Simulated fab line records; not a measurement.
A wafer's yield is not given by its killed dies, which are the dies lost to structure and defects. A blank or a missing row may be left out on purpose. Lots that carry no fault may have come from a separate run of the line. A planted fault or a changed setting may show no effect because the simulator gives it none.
A lot that was struck, set against a sound lot | flow sky130 | 22 out of 708 route steps
Sound: these wafers, L368.2, L368.4, L368.6. The struck wafers were L377.1, L377.4, L377.5. The cause is given at the end.
Per side, at each step with rows, come the tool, then ch with its chambers, and then its first start. Under that, the readings that differ: sound wafers | struck wafers | difference of the means | sigmas: that difference in standard deviations of wafers without a fault.
alike: words and numbers the same on both sides, and readings whose means are apart by under 2 such deviations; not compared: readings that were withheld, readings missing a value for some wafer, numbers with overlapping values and no deviation given by the record, and bounds like >300 which may hide the same value.
The two part at a step that has a row with sigmas, a row that says differs or no value, or rows on one side only. Numbers that don't overlap but have no deviation are shown without sigmas and don't part them. A reading that every wafer of one side lacks parts them only if that side has two wafers or more.

first, 8 steps without rows for these wafers: SKY_DNWELL_DEHYDRATE_00 (time 60 s); SKY_DNWELL_HMDS_01 (prime time 60 s); SKY_DNWELL_COAT_02 (resist thk 3000 nm); SKY_DNWELL_SOFTBAKE_03; SKY_DNWELL_EXPOSE_04 (exposes mask DNM, target cd 3000 nm); SKY_DNWELL_PEB_05; SKY_DNWELL_DEVELOP_06 (develop time 60 s); SKY_DNWELL_IMPLANT_07.
SKY_DNWELL_STRIP_08: strips in O2/N2.
  sound on plasma-asher-03 ch 0,1, day 4 08:59; struck on plasma-asher-02 ch 0,1, day 5 23:53
  reading                      | sound             | struck            | difference | sigmas
  strip-time-to-endpoint-s (s) | 36.81 36.88 36.82 | 37.06 37.08 37.04 | +0.22      | +2
  alike: chamber-pressure-mTorr, drypump-motor-current-A, oes-product-au
  not compared: rf-hours-counter-h
SKY_DNWELL_TW_MEAS_09:
  sound: film-metro-04 at day 4 09:06; struck: film-metro-02 at day 5 23:59
  alike: DNWELL_TW
then, 2 steps without rows for these wafers: SKY_PWDE_DEHYDRATE_00 (time 60 s); SKY_PWDE_HMDS_01 (prime time 60 s).
SKY_PWDE_COAT_02: resist thk 3000 nm.
  sound on litho-track-02 ch 0, day 4 17:22; struck on litho-track-02 ch 0, day 6 09:20
  reading                                | sound          | struck         | difference | sigmas
  model.coat_of_PWDE_COAT_02.thk-nm (nm) | 3008 3013 3016 | 1232 1232 1233 | -1780      |
then, 3 steps without rows for these wafers: SKY_PWDE_SOFTBAKE_03; SKY_PWDE_EXPOSE_04 (exposes mask PWDEM, target cd 840 nm); SKY_PWDE_PEB_05.
SKY_PWDE_DEVELOP_06: develop time 60 s.
  sound: litho-track-02 ch 0; struck: litho-track-03 ch 0
  reading                                | sound          | struck         | difference | sigmas
  model.coat_of_PWDE_COAT_02.thk-nm (nm) | 3004 3009 3012 | 1228 1228 1229 | -1780      |
SKY_PWDE_OVL_MEAS_07:
  sound: overlay-01 at day 5 01:47; struck: overlay-02 at day 6 18:30
  alike: PWDE_OVL
after that, 1 step had no rows for these wafers: SKY_PWDE_IMPLANT_08.
SKY_PWDE_STRIP_09: strips in O2/N2.
  sound on plasma-asher-03 ch 0,1, day 5 01:58; struck on plasma-asher-04 ch 0,1, day 6 18:41
  reading                      | sound             | struck            | difference | sigmas
  oes-product-au (a.u.)        | 0.725 0.727 0.719 | 0.718 0.712 0.712 | -0.010     | -2
  strip-time-to-endpoint-s (s) | 37.01 37.07 37.09 | 16.27 16.29 16.29 | -20.77     | -99 or more
  alike: chamber-pressure-mTorr, drypump-motor-current-A
  not compared: rf-hours-counter-h
SKY_PWDE_TW_MEAS_10:
  sound: film-metro-04 at day 5 02:05; struck: film-metro-03 at day 6 18:47
  alike: PWDE_TW
-- the record jumps here: 42 days lie between the struck wafers' starts before and after (it left off in module PWDE and takes up again in module PAD_OPEN, whose first step shown is number 708 of the route) --
SKY_PAD_OPEN_PROBE_99:
  the record has rows for the struck wafers here (prober-01, day 48 16:57) and none for the sound ones

== WHERE THEY PART ==
Earliest at SKY_DNWELL_STRIP_08; latest, in this record, at SKY_PAD_OPEN_PROBE_99.

WHY: what had been put in by the simulator
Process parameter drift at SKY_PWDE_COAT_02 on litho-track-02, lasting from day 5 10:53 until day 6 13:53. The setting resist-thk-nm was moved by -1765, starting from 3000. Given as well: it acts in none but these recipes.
